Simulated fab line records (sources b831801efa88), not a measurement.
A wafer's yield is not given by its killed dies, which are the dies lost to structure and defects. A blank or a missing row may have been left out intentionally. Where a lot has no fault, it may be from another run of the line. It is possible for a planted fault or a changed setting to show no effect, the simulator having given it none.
fab line records || flow sky130
record {"lots": 6, "wafers": 18, "last_day": 49}
route steps=708 shown SD_P@326 RES_XHIGH@332 SD_N@342
lots untouched by any fault: they come from a run of this same line in which no faults occurred
start_h: start of the lot's first displayed wafer, in hours after the record's first day || wait_h: time in hours since the lot's previous step || " as in the row above || L1.1+2: several wafers, shown together as one row || - value missing, or start not given || * or withheld: withheld || < > ~ a bound
route shown NAME@n: a module of which the file shows steps, and the number in the route of the first || usual: mean and standard deviation over wafers with no fault || same: alike in all rows || chamber/n: place in a boat || sites: per-site readings || _std_site: how widely they spread, as a standard deviation || _edge_site: the outer-site mean with the inner-site mean subtracted || radius_mm: for every site, how far away it sits from the centre of the wafer || mask NAME#n: copy n || behind: tool/chamber where the wafer was last shaped || hold: why the lot went on hold/how many hours it stayed there/how the hold came to an end || device: the transistor (n, p or np) that didn't switch || end of line: the route-end tests of the same wafers || a step given without rows: its recipe and nothing more || killed: count of dies lost to structure and defects at first sort (not the wafer's yield) || map: shows each die of a wafer: x if killed, . if not, _ if none is there
set.NAME: the run value of the setting; set.NAME@STEP: its run value at that earlier step || model.NAME: the simulator's own value behind a step, which no gauge read
lots at selected steps of the route; one table per step, one row per wafer
services: the hour from which a tool's chamber was out of use, counted from the record's first day as start_h (under 0 if before that day), plus the number of hours and why
## steps
# step SKY_SD_P_DEVELOP_06
# recipe {"resist": "NOVOLAK", "developer": "TMAH", "develop_time_s": 60, "dev_temp_c": 23}
# step SKY_SD_P_CD_MEAS_07
# recipe {"target_cd_nm": 380}
# usual {"cd_nm": "379/3.1"}
{"lot.wafer": "L853.1", "tool": "cd_sem-02", "chamber": "-", "start_h": 592.80, "wait_h": 0.1, "cd_nm": 380}
{"lot.wafer": "L853.4", "tool": "cd_sem-02", "chamber": "-", "start_h": 592.80, "wait_h": 0.1, "cd_nm": 381}
{"lot.wafer": "L853.5", "tool": "cd_sem-02", "chamber": "-", "start_h": 592.80, "wait_h": 0.1, "cd_nm": 383}
{"lot.wafer": "L857.1", "tool": "cd_sem-01", "chamber": "-", "start_h": 646.31, "wait_h": 0.1, "cd_nm": 380}
{"lot.wafer": "L857.2", "tool": "cd_sem-01", "chamber": "-", "start_h": 646.31, "wait_h": 0.1, "cd_nm": 381}
{"lot.wafer": "L857.5", "tool": "cd_sem-01", "chamber": "-", "start_h": 646.31, "wait_h": 0.1, "cd_nm": 383}
{"lot.wafer": "L858.2", "tool": "cd_sem-01", "chamber": "-", "start_h": 649.28, "wait_h": 0.1, "cd_nm": 382}
{"lot.wafer": "L858.3", "tool": "cd_sem-01", "chamber": "-", "start_h": 649.28, "wait_h": 0.1, "cd_nm": 382}
{"lot.wafer": "L858.6", "tool": "cd_sem-01", "chamber": "-", "start_h": 649.28, "wait_h": 0.1, "cd_nm": 384}
{"lot.wafer": "L860.1", "tool": "cd_sem-02", "chamber": "-", "start_h": 656.52, "wait_h": 0.1, "cd_nm": 383}
{"lot.wafer": "L860.4", "tool": "cd_sem-02", "chamber": "-", "start_h": 656.52, "wait_h": 0.1, "cd_nm": 382}
{"lot.wafer": "L860.6", "tool": "cd_sem-02", "chamber": "-", "start_h": 656.52, "wait_h": 0.1, "cd_nm": 382}
{"lot.wafer": "L872.2", "tool": "cd_sem-02", "chamber": "-", "start_h": 753.78, "wait_h": 0.1, "cd_nm": 380}
{"lot.wafer": "L872.3", "tool": "cd_sem-02", "chamber": "-", "start_h": 753.78, "wait_h": 0.1, "cd_nm": 379}
{"lot.wafer": "L872.4", "tool": "cd_sem-02", "chamber": "-", "start_h": 753.78, "wait_h": 0.1, "cd_nm": 378}
{"lot.wafer": "L871.3", "tool": "cd_sem-01", "chamber": "-", "start_h": 754.96, "wait_h": 0.1, "cd_nm": 380}
{"lot.wafer": "L871.4", "tool": "cd_sem-01", "chamber": "-", "start_h": 754.96, "wait_h": 0.1, "cd_nm": 380}
{"lot.wafer": "L871.5", "tool": "cd_sem-01", "chamber": "-", "start_h": 754.96, "wait_h": 0.1, "cd_nm": 381}
# step SKY_SD_P_OVL_MEAS_08
# usual {"SD_P_OVL": "0.4/1.1"}
{"lot.wafer": "L853.1", "tool": "overlay-02", "chamber": "-", "start_h": 592.92, "wait_h": 0.1, "SD_P_OVL[nm]": 0.0}
{"lot.wafer": "L853.4", "tool": "overlay-02", "chamber": "-", "start_h": 592.92, "wait_h": 0.1, "SD_P_OVL[nm]": 0.4}
{"lot.wafer": "L853.5", "tool": "overlay-02", "chamber": "-", "start_h": 592.92, "wait_h": 0.1, "SD_P_OVL[nm]": 0.2}
{"lot.wafer": "L857.1", "tool": "overlay-02", "chamber": "-", "start_h": 646.43, "wait_h": 0.1, "SD_P_OVL[nm]": -0.3}
{"lot.wafer": "L857.2", "tool": "overlay-02", "chamber": "-", "start_h": 646.43, "wait_h": 0.1, "SD_P_OVL[nm]": -0.6}
{"lot.wafer": "L857.5", "tool": "overlay-02", "chamber": "-", "start_h": 646.43, "wait_h": 0.1, "SD_P_OVL[nm]": 1.3}
{"lot.wafer": "L858.2", "tool": "overlay-02", "chamber": "-", "start_h": 649.38, "wait_h": 0.1, "SD_P_OVL[nm]": -1.8}
{"lot.wafer": "L858.3", "tool": "overlay-02", "chamber": "-", "start_h": 649.38, "wait_h": 0.1, "SD_P_OVL[nm]": -1.0}
{"lot.wafer": "L858.6", "tool": "overlay-02", "chamber": "-", "start_h": 649.38, "wait_h": 0.1, "SD_P_OVL[nm]": -1.1}
{"lot.wafer": "L860.1", "tool": "overlay-02", "chamber": "-", "start_h": 656.64, "wait_h": 0.1, "SD_P_OVL[nm]": 0.4}
{"lot.wafer": "L860.4", "tool": "overlay-02", "chamber": "-", "start_h": 656.64, "wait_h": 0.1, "SD_P_OVL[nm]": 0.1}
{"lot.wafer": "L860.6", "tool": "overlay-02", "chamber": "-", "start_h": 656.64, "wait_h": 0.1, "SD_P_OVL[nm]": 0.1}
{"lot.wafer": "L872.2", "tool": "overlay-02", "chamber": "-", "start_h": 753.88, "wait_h": 0.1, "SD_P_OVL[nm]": 0.8}
{"lot.wafer": "L872.3", "tool": "overlay-02", "chamber": "-", "start_h": 753.88, "wait_h": 0.1, "SD_P_OVL[nm]": 0.8}
{"lot.wafer": "L872.4", "tool": "overlay-02", "chamber": "-", "start_h": 753.88, "wait_h": 0.1, "SD_P_OVL[nm]": 0.8}
{"lot.wafer": "L871.3", "tool": "overlay-01", "chamber": "-", "start_h": 755.05, "wait_h": 0.1, "SD_P_OVL[nm]": -0.7}
{"lot.wafer": "L871.4", "tool": "overlay-01", "chamber": "-", "start_h": 755.05, "wait_h": 0.1, "SD_P_OVL[nm]": -0.2}
{"lot.wafer": "L871.5", "tool": "overlay-01", "chamber": "-", "start_h": 755.05, "wait_h": 0.1, "SD_P_OVL[nm]": 0.3}
# step SKY_SD_P_IMPLANT_09
# recipe {"species": "BF2", "energy_kev": 19.64, "dose_cm2": 3e+15, "tilt_deg": 0}
# step SKY_SD_P_STRIP_10
# recipe {"chemistry": "O2/N2", "power_w": 1400, "pressure_mtorr": 1500, "platen_temp_c": "withheld", "o2_flow_sccm": 3000, "n2_flow_sccm": 300, "overash_fraction": 0.5}
# usual {"drypump_motor_current_A": "5.6/0.61", "oes_product_au": "0.619/0.0048", "strip_time_to_endpoint_s": "17.42/0.048"}
{"lot.wafer": "L853.1", "tool": "plasma_asher-03", "chamber": 0, "start_h": 593.11, "wait_h": 0.1, "drypump_motor_current_A": 4.9, "oes_product_au": 0.622, "rf_hours_counter_h": 76, "strip_time_to_endpoint_s": 17.46}
{"lot.wafer": "L853.4", "tool": "plasma_asher-03", "chamber": 0, "start_h": 593.11, "wait_h": 0.1, "drypump_motor_current_A": 4.9, "oes_product_au": 0.627, "rf_hours_counter_h": "-", "strip_time_to_endpoint_s": 17.45}
{"lot.wafer": "L853.5", "tool": "plasma_asher-03", "chamber": 1, "start_h": 593.11, "wait_h": 0.1, "drypump_motor_current_A": 5.9, "oes_product_au": 0.614, "rf_hours_counter_h": "-", "strip_time_to_endpoint_s": 17.46}
{"lot.wafer": "L857.1", "tool": "plasma_asher-03", "chamber": 0, "start_h": 646.61, "wait_h": 0.1, "drypump_motor_current_A": 4.9, "oes_product_au": 0.621, "rf_hours_counter_h": 82, "strip_time_to_endpoint_s": 17.47}
{"lot.wafer": "L857.2", "tool": "plasma_asher-03", "chamber": 1, "start_h": 646.61, "wait_h": 0.1, "drypump_motor_current_A": 5.9, "oes_product_au": 0.620, "rf_hours_counter_h": 82, "strip_time_to_endpoint_s": 17.46}
{"lot.wafer": "L857.5", "tool": "plasma_asher-03", "chamber": 0, "start_h": 646.61, "wait_h": 0.1, "drypump_motor_current_A": 4.9, "oes_product_au": 0.618, "rf_hours_counter_h": "-", "strip_time_to_endpoint_s": 17.47}
{"lot.wafer": "L858.2", "tool": "plasma_asher-03", "chamber": 0, "start_h": 649.56, "wait_h": 0.1, "drypump_motor_current_A": 4.9, "oes_product_au": 0.612, "rf_hours_counter_h": 82, "strip_time_to_endpoint_s": 17.43}
{"lot.wafer": "L858.3", "tool": "plasma_asher-03", "chamber": 1, "start_h": 649.56, "wait_h": 0.1, "drypump_motor_current_A": 5.9, "oes_product_au": 0.610, "rf_hours_counter_h": "-", "strip_time_to_endpoint_s": 17.36}
{"lot.wafer": "L858.6", "tool": "plasma_asher-03", "chamber": 1, "start_h": 649.56, "wait_h": 0.1, "drypump_motor_current_A": 5.9, "oes_product_au": 0.617, "rf_hours_counter_h": "-", "strip_time_to_endpoint_s": 17.42}
{"lot.wafer": "L860.1", "tool": "plasma_asher-04", "chamber": 0, "start_h": 656.83, "wait_h": 0.1, "drypump_motor_current_A": 6.0, "oes_product_au": 0.622, "rf_hours_counter_h": 95, "strip_time_to_endpoint_s": 17.37}
{"lot.wafer": "L860.4", "tool": "plasma_asher-04", "chamber": 0, "start_h": 656.83, "wait_h": 0.1, "drypump_motor_current_A": 6.0, "oes_product_au": 0.622, "rf_hours_counter_h": "-", "strip_time_to_endpoint_s": 17.37}
{"lot.wafer": "L860.6", "tool": "plasma_asher-04", "chamber": 0, "start_h": 656.83, "wait_h": 0.1, "drypump_motor_current_A": 6.0, "oes_product_au": 0.621, "rf_hours_counter_h": "-", "strip_time_to_endpoint_s": 17.36}
{"lot.wafer": "L872.2", "tool": "plasma_asher-03", "chamber": 0, "start_h": 754.06, "wait_h": 0.1, "drypump_motor_current_A": 4.9, "oes_product_au": 0.617, "rf_hours_counter_h": 92, "strip_time_to_endpoint_s": 17.41}
{"lot.wafer": "L872.3", "tool": "plasma_asher-03", "chamber": 0, "start_h": 754.06, "wait_h": 0.1, "drypump_motor_current_A": 4.9, "oes_product_au": 0.622, "rf_hours_counter_h": "-", "strip_time_to_endpoint_s": 17.43}
{"lot.wafer": "L872.4", "tool": "plasma_asher-03", "chamber": 1, "start_h": 754.06, "wait_h": 0.1, "drypump_motor_current_A": 5.9, "oes_product_au": 0.626, "rf_hours_counter_h": "-", "strip_time_to_endpoint_s": 17.38}
{"lot.wafer": "L871.3", "tool": "plasma_asher-04", "chamber": 0, "start_h": 755.26, "wait_h": 0.1, "drypump_motor_current_A": 6.0, "oes_product_au": 0.623, "rf_hours_counter_h": "-", "strip_time_to_endpoint_s": 17.44}
{"lot.wafer": "L871.4", "tool": "plasma_asher-04", "chamber": 1, "start_h": 755.26, "wait_h": 0.1, "drypump_motor_current_A": 4.9, "oes_product_au": 0.624, "rf_hours_counter_h": "-", "strip_time_to_endpoint_s": 17.41}
{"lot.wafer": "L871.5", "tool": "plasma_asher-04", "chamber": 0, "start_h": 755.26, "wait_h": 0.1, "drypump_motor_current_A": 6.0, "oes_product_au": 0.621, "rf_hours_counter_h": "-", "strip_time_to_endpoint_s": 17.44}
# step SKY_SD_P_TW_MEAS_11
# usual {"SD_P_TW": "2811/18"}
{"lot.wafer": "L853.1", "tool": "film_metro-01", "chamber": "-", "start_h": 593.21, "wait_h": 0.1, "SD_P_TW": 2816}
{"lot.wafer": "L853.4", "tool": "film_metro-01", "chamber": "-", "start_h": 593.21, "wait_h": 0.1, "SD_P_TW": 2818}
{"lot.wafer": "L853.5", "tool": "film_metro-01", "chamber": "-", "start_h": 593.21, "wait_h": 0.1, "SD_P_TW": 2840}
{"lot.wafer": "L857.1", "tool": "film_metro-03", "chamber": "-", "start_h": 646.71, "wait_h": 0.1, "SD_P_TW": 2775}
{"lot.wafer": "L857.2", "tool": "film_metro-03", "chamber": "-", "start_h": 646.71, "wait_h": 0.1, "SD_P_TW": 2786}
{"lot.wafer": "L857.5", "tool": "film_metro-03", "chamber": "-", "start_h": 646.71, "wait_h": 0.1, "SD_P_TW": 2784}
{"lot.wafer": "L858.2", "tool": "film_metro-02", "chamber": "-", "start_h": 649.67, "wait_h": 0.1, "SD_P_TW": 2826}
{"lot.wafer": "L858.3", "tool": "film_metro-02", "chamber": "-", "start_h": 649.67, "wait_h": 0.1, "SD_P_TW": 2827}
{"lot.wafer": "L858.6", "tool": "film_metro-02", "chamber": "-", "start_h": 649.67, "wait_h": 0.1, "SD_P_TW": 2824}
{"lot.wafer": "L860.1", "tool": "film_metro-01", "chamber": "-", "start_h": 656.93, "wait_h": 0.1, "SD_P_TW": 2854}
{"lot.wafer": "L860.4", "tool": "film_metro-01", "chamber": "-", "start_h": 656.93, "wait_h": 0.1, "SD_P_TW": 2846}
{"lot.wafer": "L860.6", "tool": "film_metro-01", "chamber": "-", "start_h": 656.93, "wait_h": 0.1, "SD_P_TW": 2831}
{"lot.wafer": "L872.2", "tool": "film_metro-02", "chamber": "-", "start_h": 754.17, "wait_h": 0.1, "SD_P_TW": 2815}
{"lot.wafer": "L872.3", "tool": "film_metro-02", "chamber": "-", "start_h": 754.17, "wait_h": 0.1, "SD_P_TW": 2789}
{"lot.wafer": "L872.4", "tool": "film_metro-02", "chamber": "-", "start_h": 754.17, "wait_h": 0.1, "SD_P_TW": 2816}
{"lot.wafer": "L871.3", "tool": "film_metro-02", "chamber": "-", "start_h": 755.35, "wait_h": 0.1, "SD_P_TW": 2812}
{"lot.wafer": "L871.4", "tool": "film_metro-02", "chamber": "-", "start_h": 755.35, "wait_h": 0.1, "SD_P_TW": 2800}
{"lot.wafer": "L871.5", "tool": "film_metro-02", "chamber": "-", "start_h": 755.35, "wait_h": 0.1, "SD_P_TW": 2805}
# step SKY_RES_XHIGH_DEHYDRATE_00
# recipe {"temp_c": 200, "time_s": 60}
# step SKY_RES_XHIGH_HMDS_01
# recipe {"prime_time_s": 60, "prime_temp_c": 120}
# step SKY_RES_XHIGH_COAT_02
# recipe {"resist": "NOVOLAK", "spin_rpm": 3000, "resist_thk_nm": 1140}
# step SKY_RES_XHIGH_SOFTBAKE_03
# recipe {"temp_c": 90, "time_s": 60, "resist": "NOVOLAK"}
# step SKY_RES_XHIGH_EXPOSE_04
# recipe {"mask_id": "URPM", "na": 0.6, "source_shape": "conventional", "sigma_outer": 0.6, "polarization": "unpolarized", "target_cd_nm": 1270, "dose_mj": 140}
# step SKY_RES_XHIGH_PEB_05
# recipe {"temp_c": "withheld", "time_s": "*", "resist": "NOVOLAK"}
# step SKY_RES_XHIGH_DEVELOP_06
# recipe {"resist": "NOVOLAK", "developer": "TMAH", "develop_time_s": 60, "dev_temp_c": 23}
{"lot.wafer": "L853.1+4+5", "tool": "litho_track-02", "chamber": 0, "start_h": 622.33, "wait_h": 0.1}
{"lot.wafer": "L857.1+2+5", "tool": "litho_track-01", "chamber": 0, "start_h": 674.02, "wait_h": 0.1}
{"lot.wafer": "L858.2+3+6", "tool": "litho_track-01", "chamber": 0, "start_h": 677.75, "wait_h": 0.1}
{"lot.wafer": "L860.1+4+6", "tool": "litho_track-01", "chamber": 0, "start_h": 684.07, "wait_h": 0.1}
{"lot.wafer": "L872.2+3+4", "tool": "litho_track-02", "chamber": 0, "start_h": 781.11, "wait_h": 0.1}
{"lot.wafer": "L871.3+4+5", "tool": "litho_track-02", "chamber": 0, "start_h": 781.79, "wait_h": 0.1}
# step SKY_RES_XHIGH_IMPLANT_07
# recipe {"species": "BF2", "energy_kev": 20, "dose_cm2": 3.6e+14, "tilt_deg": 0}
# step SKY_RES_XHIGH_STRIP_08
# recipe {"chemistry": "O2/N2", "power_w": 1400, "pressure_mtorr": 1500, "platen_temp_c": "withheld", "o2_flow_sccm": 3000, "n2_flow_sccm": 300, "overash_fraction": 0.5}
# usual {"drypump_motor_current_A": "5.7/0.53", "oes_product_au": "0.711/0.0047", "strip_time_to_endpoint_s": "14.26/0.044"}
{"lot.wafer": "L853.1", "tool": "plasma_asher-03", "chamber": 1, "start_h": 622.63, "wait_h": 0.1, "drypump_motor_current_A": 5.9, "oes_product_au": 0.712, "rf_hours_counter_h": 79, "strip_time_to_endpoint_s": 14.23}
{"lot.wafer": "L853.4", "tool": "plasma_asher-03", "chamber": 1, "start_h": 622.63, "wait_h": 0.1, "drypump_motor_current_A": 5.9, "oes_product_au": 0.712, "rf_hours_counter_h": "-", "strip_time_to_endpoint_s": 14.24}
{"lot.wafer": "L853.5", "tool": "plasma_asher-03", "chamber": 0, "start_h": 622.63, "wait_h": 0.1, "drypump_motor_current_A": 4.9, "oes_product_au": 0.718, "rf_hours_counter_h": "-", "strip_time_to_endpoint_s": 14.29}
{"lot.wafer": "L857.1", "tool": "plasma_asher-02", "chamber": 0, "start_h": 674.32, "wait_h": 0.1, "drypump_motor_current_A": 5.6, "oes_product_au": 0.708, "rf_hours_counter_h": 57, "strip_time_to_endpoint_s": 14.23}
{"lot.wafer": "L857.2", "tool": "plasma_asher-02", "chamber": 1, "start_h": 674.32, "wait_h": 0.1, "drypump_motor_current_A": 5.3, "oes_product_au": 0.716, "rf_hours_counter_h": 57, "strip_time_to_endpoint_s": 14.27}
{"lot.wafer": "L857.5", "tool": "plasma_asher-02", "chamber": 0, "start_h": 674.32, "wait_h": 0.1, "drypump_motor_current_A": 5.7, "oes_product_au": 0.716, "rf_hours_counter_h": "-", "strip_time_to_endpoint_s": 14.24}
{"lot.wafer": "L858.2", "tool": "plasma_asher-03", "chamber": 1, "start_h": 678.02, "wait_h": 0.1, "drypump_motor_current_A": 5.9, "oes_product_au": 0.708, "rf_hours_counter_h": 85, "strip_time_to_endpoint_s": 14.30}
{"lot.wafer": "L858.3", "tool": "plasma_asher-03", "chamber": 0, "start_h": 678.02, "wait_h": 0.1, "drypump_motor_current_A": 4.9, "oes_product_au": 0.710, "rf_hours_counter_h": "-", "strip_time_to_endpoint_s": 14.26}
{"lot.wafer": "L858.6", "tool": "plasma_asher-03", "chamber": 0, "start_h": 678.02, "wait_h": 0.1, "drypump_motor_current_A": 4.9, "oes_product_au": 0.714, "rf_hours_counter_h": "-", "strip_time_to_endpoint_s": 14.26}
{"lot.wafer": "L860.1", "tool": "plasma_asher-02", "chamber": 0, "start_h": 684.37, "wait_h": 0.1, "drypump_motor_current_A": 5.6, "oes_product_au": 0.712, "rf_hours_counter_h": 57, "strip_time_to_endpoint_s": 14.29}
{"lot.wafer": "L860.4", "tool": "plasma_asher-02", "chamber": 0, "start_h": 684.37, "wait_h": 0.1, "drypump_motor_current_A": 5.7, "oes_product_au": 0.710, "rf_hours_counter_h": "-", "strip_time_to_endpoint_s": 14.30}
{"lot.wafer": "L860.6", "tool": "plasma_asher-02", "chamber": 0, "start_h": 684.37, "wait_h": 0.1, "drypump_motor_current_A": 5.7, "oes_product_au": 0.716, "rf_hours_counter_h": "-", "strip_time_to_endpoint_s": 14.29}
{"lot.wafer": "L872.2", "tool": "plasma_asher-01", "chamber": 1, "start_h": 781.39, "wait_h": 0.1, "drypump_motor_current_A": 6.1, "oes_product_au": 0.708, "rf_hours_counter_h": 36, "strip_time_to_endpoint_s": 14.29}
{"lot.wafer": "L872.3", "tool": "plasma_asher-01", "chamber": 0, "start_h": 781.39, "wait_h": 0.1, "drypump_motor_current_A": 6.5, "oes_product_au": 0.717, "rf_hours_counter_h": "-", "strip_time_to_endpoint_s": 14.30}
{"lot.wafer": "L872.4", "tool": "plasma_asher-01", "chamber": 1, "start_h": 781.39, "wait_h": 0.1, "drypump_motor_current_A": 6.1, "oes_product_au": 0.714, "rf_hours_counter_h": "-", "strip_time_to_endpoint_s": 14.29}
{"lot.wafer": "L871.3", "tool": "plasma_asher-03", "chamber": 0, "start_h": 782.07, "wait_h": 0.1, "drypump_motor_current_A": 4.9, "oes_product_au": 0.715, "rf_hours_counter_h": "-", "strip_time_to_endpoint_s": 14.27}
{"lot.wafer": "L871.4", "tool": "plasma_asher-03", "chamber": 1, "start_h": 782.07, "wait_h": 0.1, "drypump_motor_current_A": 5.9, "oes_product_au": 0.703, "rf_hours_counter_h": "-", "strip_time_to_endpoint_s": 14.29}
{"lot.wafer": "L871.5", "tool": "plasma_asher-03", "chamber": 1, "start_h": 782.07, "wait_h": 0.1, "drypump_motor_current_A": 5.9, "oes_product_au": 0.712, "rf_hours_counter_h": "-", "strip_time_to_endpoint_s": 14.28}
# step SKY_RES_XHIGH_TW_MEAS_09
# usual {"RES_XHIGH_TW": "1640/8.6"}
{"lot.wafer": "L853.1", "tool": "film_metro-03", "chamber": "-", "start_h": 622.73, "wait_h": 0.1, "RES_XHIGH_TW": 1638}
{"lot.wafer": "L853.4", "tool": "film_metro-03", "chamber": "-", "start_h": 622.73, "wait_h": 0.1, "RES_XHIGH_TW": 1636}
{"lot.wafer": "L853.5", "tool": "film_metro-03", "chamber": "-", "start_h": 622.73, "wait_h": 0.1, "RES_XHIGH_TW": 1637}
{"lot.wafer": "L857.1", "tool": "film_metro-02", "chamber": "-", "start_h": 674.42, "wait_h": 0.1, "RES_XHIGH_TW": 1643}
{"lot.wafer": "L857.2", "tool": "film_metro-02", "chamber": "-", "start_h": 674.42, "wait_h": 0.1, "RES_XHIGH_TW": 1639}
{"lot.wafer": "L857.5", "tool": "film_metro-02", "chamber": "-", "start_h": 674.42, "wait_h": 0.1, "RES_XHIGH_TW": 1649}
{"lot.wafer": "L858.2", "tool": "film_metro-01", "chamber": "-", "start_h": 678.13, "wait_h": 0.1, "RES_XHIGH_TW": 1642}
{"lot.wafer": "L858.3", "tool": "film_metro-01", "chamber": "-", "start_h": 678.13, "wait_h": 0.1, "RES_XHIGH_TW": 1641}
{"lot.wafer": "L858.6", "tool": "film_metro-01", "chamber": "-", "start_h": 678.13, "wait_h": 0.1, "RES_XHIGH_TW": 1653}
{"lot.wafer": "L860.1", "tool": "film_metro-02", "chamber": "-", "start_h": 684.47, "wait_h": 0.1, "RES_XHIGH_TW": 1648}
{"lot.wafer": "L860.4", "tool": "film_metro-02", "chamber": "-", "start_h": 684.47, "wait_h": 0.1, "RES_XHIGH_TW": 1650}
{"lot.wafer": "L860.6", "tool": "film_metro-02", "chamber": "-", "start_h": 684.47, "wait_h": 0.1, "RES_XHIGH_TW": 1640}
{"lot.wafer": "L872.2", "tool": "film_metro-03", "chamber": "-", "start_h": 781.50, "wait_h": 0.1, "RES_XHIGH_TW": 30}
{"lot.wafer": "L872.3", "tool": "film_metro-03", "chamber": "-", "start_h": 781.50, "wait_h": 0.1, "RES_XHIGH_TW": 30}
{"lot.wafer": "L872.4", "tool": "film_metro-03", "chamber": "-", "start_h": 781.50, "wait_h": 0.1, "RES_XHIGH_TW": 30}
{"lot.wafer": "L871.3", "tool": "film_metro-01", "chamber": "-", "start_h": 782.16, "wait_h": 0.1, "RES_XHIGH_TW": 30}
{"lot.wafer": "L871.4", "tool": "film_metro-01", "chamber": "-", "start_h": 782.16, "wait_h": 0.1, "RES_XHIGH_TW": 30}
{"lot.wafer": "L871.5", "tool": "film_metro-01", "chamber": "-", "start_h": 782.16, "wait_h": 0.1, "RES_XHIGH_TW": 30}
# step SKY_SD_N_DEHYDRATE_00
# recipe {"temp_c": 200, "time_s": 60}
## services
{"tool": "plasma_asher-04", "chamber": "-", "start_h": 613.68, "hours": 9.7, "kind": "repair"}
{"tool": "plasma_asher-04", "chamber": "-", "start_h": 628.50, "hours": 15.2, "kind": "repair"}
{"tool": "plasma_asher-01", "chamber": "-", "start_h": 716.31, "hours": 1.6, "kind": "repair"}
{"tool": "plasma_asher-04", "chamber": "-", "start_h": 733.75, "hours": 9.0, "kind": "pm"}
{"tool": "plasma_asher-04", "chamber": 0, "start_h": 733.75, "hours": 9.0, "kind": "vent_cycle"}
{"tool": "plasma_asher-04", "chamber": 1, "start_h": 733.75, "hours": 9.0, "kind": "vent_cycle"}
{"tool": "plasma_asher-04", "chamber": 0, "start_h": 742.75, "hours": "-", "kind": "clean"}
{"tool": "plasma_asher-04", "chamber": 1, "start_h": 742.75, "hours": "-", "kind": "clean"}
{"tool": "plasma_asher-03", "chamber": "-", "start_h": 777.19, "hours": 2.8, "kind": "pm"}
## key
first_sign {"step": "SKY_RES_XHIGH_TW_MEAS_09", "reading": "RES_XHIGH_TW", "direction": "down", "sigmas": "99+", "usual": 1640, "struck": 30}
effect none on later readings
model_effect {"step": "SKY_PAD_OPEN_PROBE_99", "value": "etest.res_xhigh_po.open", "without": 0, "struck": 1}
met_at SKY_RES_XHIGH_DEVELOP_06
struck_wafers L871.3,L871.4,L871.5,L872.2,L872.3,L872.4
sort_left_out L871.3,L871.4,L871.5,L872.2,L872.3,L872.4
tester_left_out L871,L872
onset_between 622.33 781.11
also_fits time
fault {"kind": "process_parameter_drift", "tool": "litho_track-02", "chamber": "-", "onset_h": 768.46, "steps": "SKY_RES_XHIGH_DEVELOP_06", "channel": "develop_time_s", "offset": "*", "shape": "step", "end_h": 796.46, "acts_in": "*", "stated": "*"}
# tester_left_out: of these lots the tester's yield and bins aren't shown, on N5 and GAA mostly nor the transistor test; their killed dies are dies lost to structure and defects alone, not to doping, threshold or leakage, so they don't give the yield
# sort_left_out: the simulated sort isn't trusted on such a fault, so these wafers' sort isn't shown, and their yield isn't known
